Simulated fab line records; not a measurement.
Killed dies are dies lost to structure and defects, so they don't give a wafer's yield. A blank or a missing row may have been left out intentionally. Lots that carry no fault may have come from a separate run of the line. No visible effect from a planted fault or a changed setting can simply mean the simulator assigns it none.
fab line records | flow gf180mcu
[record] lots = 11 | wafers = 33 | last_day = 34
route steps=602 shown CONTACT@291 M1@317
lots that met no fault: from a run of the same line without faults
start_h: hours from the record's opening day to when the first of the lot's shown wafers began | wait_h: hours since the lot's step before | " identical to the entry in the row above | L1.1+2: several wafers, shown together as one row | - no value, or no start was given | * or withheld: withheld | < > ~ a bound
route shown NAME@n: NAME is a module with steps in the file, n the number in the route of the first one | usual: mean/standard deviation of fault-free wafers | same: alike in all rows | chamber/n: place in a boat | sites: the reading at each site | _std_site: the standard deviation of these | _edge_site: outer sites' mean less inner sites' | radius_mm: how far each site lies from the wafer's centre | mask NAME#n: copy n | behind: tool/chamber where the wafer was last shaped | hold: the reason the lot was held/the length of the hold in hours/how it ended | device: the transistor (n, p or np) that didn't switch | end of line: the same wafers' tests at the end of the route | step lacking rows: just its recipe | killed: at the first sort, the dies lost to defects and structure; wafer yield is something else | map: the dies of a wafer, with x for killed, . for not killed, _ for no die there
set.NAME: the setting that was run; set.NAME@STEP: the one run at that earlier step | model.NAME: the simulator's own value behind a step, which no gauge read
steps of the route over a sample of lots; a table a step, a row a wafer
services: a tool's chamber out of use, with start hour (start_h, from the record's first day; less than 0 if before it), hours out, and reason
[[steps]]
[step GF_CONTACT_CMP_04]
[recipe] material = SiO2 | down_force_psi = 4 | platen_rpm = 60 | pad_velocity_m_s = 0.94248
[usual] motor_current_A = 11.6/1.1 | time_to_endpoint_s = 110/4.7
lot.wafer | tool   | chamber | start_h | wait_h | motor_current_A | time_to_endpoint_s
L183.1    | cmp-02 | 1       | 360.58  | 0.1    | 13.3            | 110
L183.3    | "      | 3       | "       | "      | 11.2            | 107
L183.5    | "      | 2       | "       | "      | 10.9            | 115
L184.2    | cmp-02 | 1       | 376.23  | 0.1    | 13.6            | 109
L184.3    | "      | 3       | "       | "      | 11.5            | 108
L184.6    | "      | 0       | "       | "      | 10.0            | 115
L188.2    | cmp-02 | 1       | 409.11  | 0.0    | 13.7            | 107
L188.6    | "      | 1       | "       | "      | 13.0            | 112
L188.5    | "      | 2       | "       | "      | 11.9            | 117
L189.4    | cmp-01 | 3       | 418.64  | 0.0    | 11.4            | 110
L189.3    | "      | 0       | "       | "      | 12.7            | 106
L189.6    | "      | 0       | "       | "      | 12.7            | 107
L192.2    | cmp-02 | 0       | 448.90  | 0.2    | 9.9             | 99
L192.1    | "      | 1       | "       | "      | 13.2            | 109
L192.5    | "      | 0       | "       | "      | 10.4            | 109
L193.1    | cmp-02 | 2       | 455.14  | 0.1    | 11.4            | 109
L193.4    | "      | 3       | "       | "      | 11.9            | 109
L193.5    | "      | 1       | "       | "      | 13.0            | 114
L199.1    | cmp-01 | 0       | 502.38  | 0.1    | 12.5            | 102
L199.3    | "      | 1       | "       | "      | 10.2            | 96
L199.6    | "      | 3       | "       | "      | 11.5            | 108
L200.4    | cmp-01 | 1       | 512.44  | 0.0    | 10.2            | 111
L200.2    | "      | 3       | "       | "      | 11.9            | 110
L200.5    | "      | 1       | "       | "      | 10.3            | 112
L201.3    | cmp-02 | 2       | 517.41  | 0.0    | 11.2            | 112
L201.2    | "      | 0       | "       | "      | 10.1            | 111
L201.4    | "      | 1       | "       | "      | 12.7            | 111
L202.4    | cmp-01 | 1       | 526.22  | 0.1    | 10.0            | 108
L202.3    | "      | 2       | "       | "      | 11.8            | 101
L202.2    | "      | 3       | "       | "      | 10.8            | 117
L203.4    | cmp-02 | 3       | 530.89  | 0.0    | 11.7            | 114
L203.6    | "      | 3       | "       | "      | 11.4            | 108
L203.5    | "      | 0       | "       | "      | 10.6            | 111
[step GF_CONTACT_OVL_MEAS_15]
[usual] CONTACT_OVL = -4/4.8
lot.wafer | tool       | chamber | start_h | wait_h | CONTACT_OVL[nm]
L183.1    | overlay-02 | -       | 383.12  | 0.1    | -9
L183.3    | "          | -       | "       | "      | 6
L183.5    | "          | -       | "       | "      | -6
L184.2    | overlay-01 | -       | 399.88  | 0.1    | -9
L184.3    | "          | -       | "       | "      | -9
L184.6    | "          | -       | "       | "      | -7
L188.2    | overlay-02 | -       | 433.01  | 0.1    | -8
L188.5    | "          | -       | "       | "      | -4
L188.6    | "          | -       | "       | "      | -8
L189.3    | overlay-01 | -       | 443.53  | 0.1    | 0
L189.4    | "          | -       | "       | "      | -8
L189.6    | "          | -       | "       | "      | -8
L192.1    | overlay-01 | -       | 473.79  | 0.1    | -14
L192.2    | "          | -       | "       | "      | -13
L192.5    | "          | -       | "       | "      | -12
L193.1    | overlay-02 | -       | 479.47  | 0.1    | -4
L193.4    | "          | -       | "       | "      | -3
L193.5    | "          | -       | "       | "      | 4
L199.1    | overlay-01 | -       | 526.12  | 0.1    | -10
L199.3    | "          | -       | "       | "      | -7
L199.6    | "          | -       | "       | "      | -9
L200.2    | overlay-02 | -       | 535.96  | 0.1    | 3
L200.4    | "          | -       | "       | "      | 2
L200.5    | "          | -       | "       | "      | -6
L201.2    | overlay-01 | -       | 541.18  | 0.1    | -5
L201.3    | "          | -       | "       | "      | -14
L201.4    | "          | -       | "       | "      | -7
L202.2    | overlay-02 | -       | 549.31  | 0.1    | -10
L202.3    | "          | -       | "       | "      | 0
L202.4    | "          | -       | "       | "      | 0
L203.4    | overlay-01 | -       | 554.07  | 0.1    | -11
L203.5    | "          | -       | "       | "      | -6
L203.6    | "          | -       | "       | "      | -3
[step GF_M1_SPUTTER_02]
[recipe] material = AlCu | target_thk_nm = 450 | power_w = 10600 | time_s = 23.9 | chamber_pressure_pa = 0.4
[usual] throttle_valve_pct = 29.8/1.2
lot.wafer | tool           | chamber | start_h | wait_h | throttle_valve_pct
L183.1    | pvd_sputter-01 | -       | 384.43  | 0.0    | 28.8
L183.3    | "              | -       | "       | "      | 30.9
L183.5    | "              | -       | "       | "      | 30.5
L184.2    | pvd_sputter-03 | -       | 401.28  | 0.0    | 28.4
L184.3    | "              | -       | "       | "      | 30.7
L184.6    | "              | -       | "       | "      | 28.9
L188.2    | pvd_sputter-02 | -       | 434.31  | 0.0    | 30.3
L188.5    | "              | -       | "       | "      | 30.3
L188.6    | "              | -       | "       | "      | 29.6
L189.3    | pvd_sputter-01 | -       | 444.83  | 0.0    | 27.4
L189.4    | "              | -       | "       | "      | 27.6
L189.6    | "              | -       | "       | "      | 30.6
L192.1    | pvd_sputter-01 | -       | 475.43  | 0.0    | 27.7
L192.2    | "              | -       | "       | "      | 30.7
L192.5    | "              | -       | "       | "      | 28.5
L193.1    | pvd_sputter-03 | -       | 481.05  | 0.0    | 31.2
L193.4    | "              | -       | "       | "      | 30.8
L193.5    | "              | -       | "       | "      | 31.3
L199.1    | pvd_sputter-02 | -       | 527.44  | 0.0    | 29.7
L199.3    | "              | -       | "       | "      | 30.3
L199.6    | "              | -       | "       | "      | 30.1
L200.2    | pvd_sputter-02 | -       | 537.43  | 0.0    | 30.0
L200.4    | "              | -       | "       | "      | 29.7
L200.5    | "              | -       | "       | "      | 30.4
L201.2    | pvd_sputter-02 | -       | 542.49  | 0.0    | 30.4
L201.3    | "              | -       | "       | "      | 30.5
L201.4    | "              | -       | "       | "      | 30.2
L202.2    | pvd_sputter-01 | -       | 550.73  | 0.0    | 31.2
L202.3    | "              | -       | "       | "      | 30.5
L202.4    | "              | -       | "       | "      | 27.4
L203.4    | pvd_sputter-01 | -       | 555.39  | 0.0    | 30.7
L203.5    | "              | -       | "       | "      | 30.7
L203.6    | "              | -       | "       | "      | 31.3
[step GF_M1_RS_MEAS_05]
[recipe] thk_meas_gauge = four-point-probe | reads = TiN_of_M1_SPUTTER_04+Ti_of_M1_SPUTTER_03+AlCu_of_M1_SPUTTER_02+TiN_of_M1_SPUTTER_01+Ti_of_M1_SPUTTER_00
[usual] M1_ALCU_RS = 0.0698/0.00062
lot.wafer | tool          | chamber | start_h | wait_h | M1_ALCU_RS[ohm/sq]
L183.1    | film_metro-01 | -       | 384.52  | 0.0    | 0.0694
L183.3    | "             | -       | "       | "      | 0.0708
L183.5    | "             | -       | "       | "      | 0.0699
L184.2    | film_metro-02 | -       | 401.39  | 0.0    | 0.0696
L184.3    | "             | -       | "       | "      | 0.0698
L184.6    | "             | -       | "       | "      | 0.0709
L188.2    | film_metro-04 | -       | 434.42  | 0.0    | 0.0699
L188.5    | "             | -       | "       | "      | 0.0699
L188.6    | "             | -       | "       | "      | 0.0695
L189.3    | film_metro-02 | -       | 444.96  | 0.1    | 0.0699
L189.4    | "             | -       | "       | "      | 0.0697
L189.6    | "             | -       | "       | "      | 0.0707
L192.1    | film_metro-04 | -       | 475.53  | 0.0    | 0.0691
L192.2    | "             | -       | "       | "      | 0.0875
L192.5    | "             | -       | "       | "      | 0.0702
L193.1    | film_metro-04 | -       | 481.14  | 0.0    | 0.0688
L193.4    | "             | -       | "       | "      | 0.0689
L193.5    | "             | -       | "       | "      | 0.0689
L199.1    | film_metro-04 | -       | 527.54  | 0.0    | 0.0696
L199.3    | "             | -       | "       | "      | 0.0696
L199.6    | "             | -       | "       | "      | 0.0697
L200.2    | film_metro-02 | -       | 537.54  | 0.0    | 0.0703
L200.4    | "             | -       | "       | "      | 0.0701
L200.5    | "             | -       | "       | "      | 0.0705
L201.2    | film_metro-04 | -       | 542.60  | 0.0    | 0.0703
L201.3    | "             | -       | "       | "      | 0.0711
L201.4    | "             | -       | "       | "      | 0.0708
L202.2    | film_metro-02 | -       | 550.85  | 0.0    | 0.0695
L202.3    | "             | -       | "       | "      | 0.0698
L202.4    | "             | -       | "       | "      | 0.0691
L203.4    | film_metro-04 | -       | 555.55  | 0.1    | 0.0693
L203.5    | "             | -       | "       | "      | 0.0701
L203.6    | "             | -       | "       | "      | 0.0695
[step GF_M1_THK_MEAS_06]
[recipe] thk_meas_gauge = xrf | reads = AlCu_of_M1_SPUTTER_02
[usual] M1_ALCU_THK = 451/4.8
lot.wafer | tool          | chamber | start_h | wait_h | M1_ALCU_THK[nm]
L183.1    | film_metro-01 | -       | 384.64  | 0.1    | 453
L183.3    | "             | -       | "       | "      | 444
L183.5    | "             | -       | "       | "      | 448
L184.2    | film_metro-02 | -       | 401.50  | 0.1    | 453
L184.3    | "             | -       | "       | "      | 451
L184.6    | "             | -       | "       | "      | 443
L188.2    | film_metro-04 | -       | 434.53  | 0.1    | 450
L188.5    | "             | -       | "       | "      | 452
L188.6    | "             | -       | "       | "      | 453
L189.3    | film_metro-02 | -       | 445.06  | 0.1    | 450
L189.4    | "             | -       | "       | "      | 452
L189.6    | "             | -       | "       | "      | 443
L192.1    | film_metro-04 | -       | 475.65  | 0.1    | 456
L192.2    | "             | -       | "       | "      | 360
L192.5    | "             | -       | "       | "      | 449
L193.1    | film_metro-04 | -       | 481.26  | 0.1    | 461
L193.4    | "             | -       | "       | "      | 457
L193.5    | "             | -       | "       | "      | 460
L199.1    | film_metro-04 | -       | 527.66  | 0.1    | 456
L199.3    | "             | -       | "       | "      | 454
L199.6    | "             | -       | "       | "      | 453
L200.2    | film_metro-02 | -       | 537.65  | 0.1    | 447
L200.4    | "             | -       | "       | "      | 448
L200.5    | "             | -       | "       | "      | 446
L201.2    | film_metro-04 | -       | 542.71  | 0.1    | 448
L201.3    | "             | -       | "       | "      | 445
L201.4    | "             | -       | "       | "      | 445
L202.2    | film_metro-02 | -       | 550.96  | 0.1    | 454
L202.3    | "             | -       | "       | "      | 451
L202.4    | "             | -       | "       | "      | 454
L203.4    | film_metro-04 | -       | 555.64  | 0.1    | 455
L203.5    | "             | -       | "       | "      | 449
L203.6    | "             | -       | "       | "      | 454
[step GF_M1_METAL_ETCH_16]
[recipe] chemistry = Cl2/BCl3 | mask_material = KrF | target_depth_nm = 750.8 | stop_on = SiO2 | pressure_mtorr = 8 | icp_w = 800 | bias_w = 140 | Cl2_flow_sccm = 80 | bcl3_flow_sccm = 40 | time_s = 125.1
[usual] drypump_motor_current_A = 5.55/0.25 | oes_product_au = 0.990/0.0056 | throttle_valve_pct = 28.230/0.0099
lot.wafer | tool         | chamber | start_h | wait_h | drypump_motor_current_A | oes_product_au | rf_hours_counter_h | throttle_valve_pct
L183.1    | rie_metal-02 | 0       | 408.33  | 0.0    | 5.23                    | 0.998          | 4                  | 28.220
L183.3    | "            | 0       | "       | "      | 5.24                    | 0.991          | -                  | 28.234
L183.5    | "            | 0       | "       | "      | 5.24                    | 0.994          | -                  | 28.223
L184.2    | rie_metal-04 | 1       | 425.16  | 0.0    | 5.36                    | 0.986          | 2                  | 28.222
L184.3    | "            | 1       | "       | "      | 5.36                    | 1.001          | -                  | 28.234
L184.6    | "            | 1       | "       | "      | 5.37                    | 1.005          | -                  | 28.225
L188.2    | rie_metal-04 | 0       | 459.02  | 0.0    | 5.74                    | 0.988          | 11                 | 28.237
L188.5    | "            | 0       | "       | "      | 5.75                    | 1.002          | -                  | 28.219
L188.6    | "            | 1       | "       | "      | 5.35                    | 0.994          | -                  | 28.224
L189.3    | rie_metal-02 | 0       | 469.80  | 0.1    | 5.26                    | 0.986          | -                  | 28.225
L189.4    | "            | 1       | "       | "      | 5.88                    | 0.993          | -                  | 28.216
L189.6    | "            | 1       | "       | "      | 5.86                    | 0.997          | -                  | 28.233
L192.1    | rie_metal-04 | 1       | 499.96  | 0.0    | 5.37                    | 0.985          | 4                  | 28.237
L192.2    | "            | 0       | "       | "      | 5.74                    | 0.980          | 13                 | 28.230
L192.5    | "            | 1       | "       | "      | 5.36                    | 0.984          | -                  | 28.242
L193.1    | rie_metal-04 | 0       | 505.53  | 0.0    | 5.75                    | 0.995          | 13                 | 28.228
L193.4    | "            | 1       | "       | "      | 5.37                    | 0.989          | -                  | 28.233
L193.5    | "            | 1       | "       | "      | 5.39                    | 0.992          | -                  | 28.212
L199.1    | rie_metal-04 | 1       | 550.32  | 0.0    | 5.37                    | 0.994          | 6                  | 28.238
L199.3    | "            | 1       | "       | "      | 5.36                    | 0.999          | -                  | 28.235
L199.6    | "            | 1       | "       | "      | 5.35                    | 0.998          | -                  | 28.213
L200.2    | rie_metal-02 | 0       | 559.91  | 0.0    | 5.25                    | 0.985          | 8                  | 28.235
L200.4    | "            | 0       | "       | "      | 5.27                    | 0.990          | -                  | 28.219
L200.5    | "            | 0       | "       | "      | 5.25                    | 0.984          | -                  | 28.230
L201.2    | rie_metal-04 | 1       | 565.32  | 0.1    | 5.36                    | 0.997          | -                  | 28.244
L201.3    | "            | 1       | "       | "      | 5.37                    | 0.984          | -                  | 28.239
L201.4    | "            | 1       | "       | "      | 5.36                    | 0.981          | -                  | 28.219
L202.2    | rie_metal-01 | 0       | 573.40  | 0.1    | 5.72                    | 0.999          | -                  | 28.243
L202.3    | "            | 0       | "       | "      | 5.74                    | 0.979          | -                  | 28.242
L202.4    | "            | 0       | "       | "      | 5.71                    | 0.984          | -                  | 28.221
L203.4    | rie_metal-04 | 1       | 578.00  | 0.1    | 5.37                    | 0.987          | -                  | 28.243
L203.5    | "            | 1       | "       | "      | 5.36                    | 0.985          | -                  | 28.236
L203.6    | "            | 0       | "       | "      | 5.75                    | 0.992          | -                  | 28.222
[[services]]
tool           | chamber | start_h | hours | kind
cmp-01         | -       | 362.63  | 4.3   | pm
cmp-01         | -       | 368.71  | 1.1   | repair
cmp-01         | -       | 380.93  | 2.7   | repair
pvd_sputter-02 | -       | 401.15  | 5.3   | repair
cmp-01         | -       | 404.00  | 4.0   | pm
pvd_sputter-01 | -       | 414.34  | 1.9   | repair
pvd_sputter-03 | -       | 417.67  | 23.2  | repair
cmp-01         | -       | 446.25  | 4.7   | repair
pvd_sputter-03 | -       | 458.79  | 3.7   | repair
cmp-02         | -       | 461.57  | 0.9   | repair
cmp-01         | -       | 467.97  | 14.4  | pm
rie_metal-02   | -       | 495.07  | 2.8   | pm
cmp-02         | -       | 502.33  | 0.8   | repair
cmp-01         | -       | 506.79  | 0.5   | repair
cmp-02         | -       | 509.57  | 4.8   | repair
rie_metal-04   | -       | 522.43  | 0.7   | repair
cmp-01         | -       | 522.55  | 2.2   | repair
cmp-02         | -       | 524.00  | 1.4   | repair
pvd_sputter-02 | -       | 532.31  | 4.7   | repair
cmp-02         | -       | 547.73  | 0.7   | repair
cmp-01         | -       | 553.33  | 1.5   | repair
cmp-02         | -       | 570.02  | 0.9   | repair
cmp-02         | -       | 573.04  | 4.0   | pm
cmp-02         | -       | 576.00  | 1.8   | repair
[[key]]
[first_sign] step = GF_M1_RS_MEAS_05 | reading = M1_ALCU_RS | direction = up | sigmas = 29 | usual = 0.0698 | struck = 0.0875
[effect] step = GF_M1_THK_MEAS_06 | reading = M1_ALCU_THK | direction = down | sigmas = 19 | usual = 451 | struck = 360
met_at GF_M1_SPUTTER_02
struck_lots L192
struck_wafers L192.2
not_acting_at GF_CONTACT_CMP_04,GF_CONTACT_OVL_MEAS_15,GF_M1_METAL_ETCH_16
onset_between 444.83 475.43
[fault] kind = process_parameter_drift | tool = pvd_sputter-01 | chamber = - | onset_h = 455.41 | steps = GF_M1_SPUTTER_02 | channel = time_s | offset = * | shape = step | end_h = 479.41 | acts_in = * | stated = * | scope = struck_wafers_only
